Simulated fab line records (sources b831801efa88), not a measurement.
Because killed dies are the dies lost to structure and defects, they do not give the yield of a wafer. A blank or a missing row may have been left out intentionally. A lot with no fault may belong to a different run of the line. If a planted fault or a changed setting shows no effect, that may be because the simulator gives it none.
Which tool did it? / flow sky130 / 33 wafers from 11 lots sampled at 6 of the route's 708 steps

== WHAT EACH GAUGE READ, for each wafer ==
SKY_SD_N_RS_MEAS_16: measurement is done with a four-point probe.
lot=L648; measured=day 29 04:11; on=filmMetro-01; SD_N_RS (ohm/sq)=68.49 68.40 68.70
lot=L651; measured=day 29 11:47; on=filmMetro-02; SD_N_RS (ohm/sq)=68.75 68.71 68.64
lot=L650; measured=day 29 12:34; on=filmMetro-03; SD_N_RS (ohm/sq)=68.65 68.68 68.52
lot=L652; measured=day 29 17:11; on=filmMetro-01; SD_N_RS (ohm/sq)=68.50 68.56 68.43
lot=L654; measured=day 30 19:20; on=filmMetro-01; SD_N_RS (ohm/sq)=68.47 68.59 68.55
lot=L658; measured=day 31 22:46; on=filmMetro-03; SD_N_RS (ohm/sq)=63.66 63.74 63.70
lot=L660; measured=day 32 11:47; on=filmMetro-01; SD_N_RS (ohm/sq)=63.60 63.55 63.45
lot=L661; measured=day 32 15:18; on=filmMetro-01; SD_N_RS (ohm/sq)=68.57 68.62 68.77
lot=L663; measured=day 33 03:42; on=filmMetro-03; SD_N_RS (ohm/sq)=68.47 68.57 68.46
lot=L668; measured=day 34 18:38; on=filmMetro-02; SD_N_RS (ohm/sq)=68.52 68.62 68.67
lot=L669; measured=day 34 21:00; on=filmMetro-01; SD_N_RS (ohm/sq)=68.45 68.54 68.53

SKY_SD_N_RS_MEAS_17: measurement is done with a four-point probe.
lot=L648; measured=day 29 04:19; on=filmMetro-01; SD_P_RS (ohm/sq)=147.47 147.06 147.62
lot=L651; measured=day 29 11:55; on=filmMetro-02; SD_P_RS (ohm/sq)=147.62 147.73 147.47
lot=L650; measured=day 29 12:41; on=filmMetro-03; SD_P_RS (ohm/sq)=146.23 147.18 147.02
lot=L652; measured=day 29 17:19; on=filmMetro-01; SD_P_RS (ohm/sq)=147.19 146.96 147.17
lot=L654; measured=day 30 19:28; on=filmMetro-01; SD_P_RS (ohm/sq)=147.13 147.04 147.26
lot=L658; measured=day 31 22:53; on=filmMetro-03; SD_P_RS (ohm/sq)=123.93 123.94 123.94
lot=L660; measured=day 32 11:55; on=filmMetro-01; SD_P_RS (ohm/sq)=123.61 123.65 123.11
lot=L661; measured=day 32 15:25; on=filmMetro-01; SD_P_RS (ohm/sq)=147.55 147.99 147.48
lot=L663; measured=day 33 03:49; on=filmMetro-03; SD_P_RS (ohm/sq)=146.75 147.25 146.83
lot=L668; measured=day 34 18:46; on=filmMetro-02; SD_P_RS (ohm/sq)=147.25 147.22 146.85
lot=L669; measured=day 34 21:07; on=filmMetro-01; SD_P_RS (ohm/sq)=146.78 147.13 146.81

SKY_VIA1_CD_MEAS_12 targets a cd of 150 nm.
lot=L648; measured=day 35 01:46; on=cdSem-02; cdNm (nm)=149.4 150.7 151.1
lot=L651; measured=day 35 09:24; on=cdSem-02; cdNm (nm)=149.2 149.7 149.9
lot=L650; measured=day 35 12:34; on=cdSem-02; cdNm (nm)=151.7 150.3 152.1
lot=L652; measured=day 35 14:32; on=cdSem-01; cdNm (nm)=150.4 151.2 150.3
lot=L654; measured=day 36 15:39; on=cdSem-02; cdNm (nm)=150.3 151.1 149.9
lot=L658; measured=day 37 16:55; on=cdSem-01; cdNm (nm)=151.6 153.3 151.7
lot=L660; measured=day 38 05:03; on=cdSem-02; cdNm (nm)=149.6 150.3 149.9
lot=L661; measured=day 38 08:48; on=cdSem-02; cdNm (nm)=149.9 150.0 149.9
lot=L663; measured=day 38 20:58; on=cdSem-01; cdNm (nm)=148.0 149.5 149.0
lot=L668; measured=day 40 10:10; on=cdSem-01; cdNm (nm)=152.3 151.7 152.3
lot=L669; measured=day 40 11:26; on=cdSem-02; cdNm (nm)=147.3 150.3 147.6

SKY_VIA1_THK_MEAS_23: measures by xrf.
lot=L648; measured=day 35 02:52; on=filmMetro-02; VIA1_W_THK (nm)=266 267 262
lot=L651; measured=day 35 10:30; on=filmMetro-02; VIA1_W_THK (nm)=269 275 270
lot=L650; measured=day 35 13:40; on=filmMetro-01; VIA1_W_THK (nm)=262 265 263
lot=L652; measured=day 35 15:38; on=filmMetro-01; VIA1_W_THK (nm)=261 264 261
lot=L654; measured=day 36 16:46; on=filmMetro-03; VIA1_W_THK (nm)=265 276 266
lot=L658; measured=day 37 18:01; on=filmMetro-02; VIA1_W_THK (nm)=267 267 272
lot=L660; measured=day 38 06:09; on=filmMetro-03; VIA1_W_THK (nm)=266 261 262
lot=L661; measured=day 38 09:53; on=filmMetro-03; VIA1_W_THK (nm)=271 266 272
lot=L663; measured=day 38 22:13; on=filmMetro-03; VIA1_W_THK (nm)=261 260 261
lot=L668; measured=day 40 11:19; on=filmMetro-03; VIA1_W_THK (nm)=264 263 265
lot=L669; measured=day 40 12:32; on=filmMetro-02; VIA1_W_THK (nm)=264 264 271

== WHICH TOOL RAN EACH LOT (tool, then ch and the chambers of the sampled wafers, then the start) ==
lot=L648; SKY_SD_N_RTA_14=rtpAnneal-02 ch 0, day 29 03:59; SKY_CONTACT_ETCH_16=rieDiel-01 ch 0,1,2, day 32 17:43
lot=L651; SKY_SD_N_RTA_14=rtpAnneal-01 ch 0, day 29 11:37; SKY_CONTACT_ETCH_16=rieDiel-04 ch 0,1,3, day 33 01:46
lot=L650; SKY_SD_N_RTA_14=rtpAnneal-02 ch 0, day 29 12:23; SKY_CONTACT_ETCH_16=rieDiel-04 ch 1,2,3, day 33 04:19
lot=L652; SKY_SD_N_RTA_14=rtpAnneal-01 ch 0, day 29 17:01; SKY_CONTACT_ETCH_16=rieDiel-01 ch 2,3, day 33 06:45
lot=L654; SKY_SD_N_RTA_14=rtpAnneal-01 ch 0, day 30 19:10; SKY_CONTACT_ETCH_16=rieDiel-04 ch 0,1,3, day 34 08:10
lot=L658; SKY_SD_N_RTA_14=rtpAnneal-01 ch 0, day 31 22:34; SKY_CONTACT_ETCH_16=rieDiel-03 ch 2,3, day 35 10:16
lot=L660; SKY_SD_N_RTA_14=rtpAnneal-01 ch 0, day 32 11:37; SKY_CONTACT_ETCH_16=rieDiel-01 ch 1,2, day 35 22:52
lot=L661; SKY_SD_N_RTA_14=rtpAnneal-02 ch 0, day 32 15:06; SKY_CONTACT_ETCH_16=rieDiel-03 ch 0,2, day 36 02:19
lot=L663; SKY_SD_N_RTA_14=rtpAnneal-02 ch 0, day 33 03:30; SKY_CONTACT_ETCH_16=rieDiel-04 ch 0,1,2, day 36 14:40
lot=L668; SKY_SD_N_RTA_14=rtpAnneal-01 ch 0, day 34 18:28; SKY_CONTACT_ETCH_16=rieDiel-01 ch 0,1,2, day 38 04:28
lot=L669; SKY_SD_N_RTA_14=rtpAnneal-02 ch 0, day 34 20:48; SKY_CONTACT_ETCH_16=rieDiel-01 ch 1,2,3, day 38 06:30
- SKY_SD_N_RTA_14: time 2 s.
- SKY_CONTACT_ETCH_16: etches BARC in N2/H2, stops on SiO2, time 45.9 s, target depth 60 nm.

== WHAT THE TOOLS THEMSELVES READ (means of the sampled wafers that have a number; where no wafer has one, the mark that the record gives instead) ==
SKY_SD_N_RTA_14.
lot=L648; tool=rtpAnneal-02; lampPowerPct (%)=15.73; wafer_temp_C_max=1078.0
lot=L651; tool=rtpAnneal-01; lampPowerPct (%)=15.72; wafer_temp_C_max=1079.4
lot=L650; tool=rtpAnneal-02; lampPowerPct (%)=15.74; wafer_temp_C_max=1078.1
lot=L652; tool=rtpAnneal-01; lampPowerPct (%)=15.72; wafer_temp_C_max=1077.8
lot=L654; tool=rtpAnneal-01; lampPowerPct (%)=15.75; wafer_temp_C_max=1076.9
lot=L658; tool=rtpAnneal-01; lampPowerPct (%)=16.53; wafer_temp_C_max=1105.6
lot=L660; tool=rtpAnneal-01; lampPowerPct (%)=16.46; wafer_temp_C_max=1106.0
lot=L661; tool=rtpAnneal-02; lampPowerPct (%)=15.71; wafer_temp_C_max=1078.3
lot=L663; tool=rtpAnneal-02; lampPowerPct (%)=15.75; wafer_temp_C_max=1078.7
lot=L668; tool=rtpAnneal-01; lampPowerPct (%)=15.72; wafer_temp_C_max=1078.4
lot=L669; tool=rtpAnneal-02; lampPowerPct (%)=15.72; wafer_temp_C_max=1077.2

SKY_CONTACT_ETCH_16.
lot=L648; tool=rieDiel-01; chamberPressureMTorr (mTorr)=30.000; drypumpMotorCurrentA (A)=5.9; oesProductAu (a.u.)=0.855; throttleValvePct (%)=13.230
lot=L651; tool=rieDiel-04; chamberPressureMTorr (mTorr)=30.007; drypumpMotorCurrentA (A)=5.6; oesProductAu (a.u.)=0.862; throttleValvePct (%)=13.227
lot=L650; tool=rieDiel-04; chamberPressureMTorr (mTorr)=30.001; drypumpMotorCurrentA (A)=5.4; oesProductAu (a.u.)=0.853; throttleValvePct (%)=13.236
lot=L652; tool=rieDiel-01; chamberPressureMTorr (mTorr)=30.019; drypumpMotorCurrentA (A)=5.5; oesProductAu (a.u.)=0.857; throttleValvePct (%)=13.220
lot=L654; tool=rieDiel-04; chamberPressureMTorr (mTorr)=30.007; drypumpMotorCurrentA (A)=5.6; oesProductAu (a.u.)=0.858; throttleValvePct (%)=13.224
lot=L658; tool=rieDiel-03; chamberPressureMTorr (mTorr)=30.015; drypumpMotorCurrentA (A)=5.8; oesProductAu (a.u.)=0.855; throttleValvePct (%)=13.225
lot=L660; tool=rieDiel-01; chamberPressureMTorr (mTorr)=29.995; drypumpMotorCurrentA (A)=5.6; oesProductAu (a.u.)=0.847; throttleValvePct (%)=13.236
lot=L661; tool=rieDiel-03; chamberPressureMTorr (mTorr)=29.999; drypumpMotorCurrentA (A)=5.4; oesProductAu (a.u.)=0.855; throttleValvePct (%)=13.227
lot=L663; tool=rieDiel-04; chamberPressureMTorr (mTorr)=30.019; drypumpMotorCurrentA (A)=5.5; oesProductAu (a.u.)=0.854; throttleValvePct (%)=13.227
lot=L668; tool=rieDiel-01; chamberPressureMTorr (mTorr)=30.003; drypumpMotorCurrentA (A)=5.9; oesProductAu (a.u.)=0.853; throttleValvePct (%)=13.220
lot=L669; tool=rieDiel-01; chamberPressureMTorr (mTorr)=29.996; drypumpMotorCurrentA (A)=5.7; oesProductAu (a.u.)=0.859; throttleValvePct (%)=13.218

== THE ANSWER, worked out from the rows above alone ==
Rule: the lots themselves supply what counts as usual. Put in order of their means at a reading, lots are off if they are a third of the lots or fewer, leave a main group of 4 or more, and stand apart from it by a gap of 3 or more times the standard deviation of the main group's means; of several such gaps the widest counts. A main group whose means are all the same, to the digits that the tables above print for the reading, isn't used. A lot without any number at a reading at which 4 lots or more have one is off too. Where the step has rows for the other lots, those lots are counted as sound. Order of review: gauges by route order, followed by the tools' own readings, for which a lot's mean as printed above is used. The first step at which some lot is off is used, and at that step the reading that is off furthest; a lot without a number counts as furthest.
Off: at SKY_SD_N_RS_MEAS_16 (SD_N_RS), L658, L660. The main group: mean 68.57 ohm/sq, standard deviation 0.07.
A tool fits if, at a process step before that reading, it ran every lot that is off, and no sound lot after the first of them. The gauges at SKY_SD_N_RS_MEAS_16 aren't tried: what is off there is off at SKY_SD_N_RTA_14 too, on other tools, and a gauge's error can't cause that. Of those tried, none fits.

== WHAT THE SIMULATOR PUT IN ==
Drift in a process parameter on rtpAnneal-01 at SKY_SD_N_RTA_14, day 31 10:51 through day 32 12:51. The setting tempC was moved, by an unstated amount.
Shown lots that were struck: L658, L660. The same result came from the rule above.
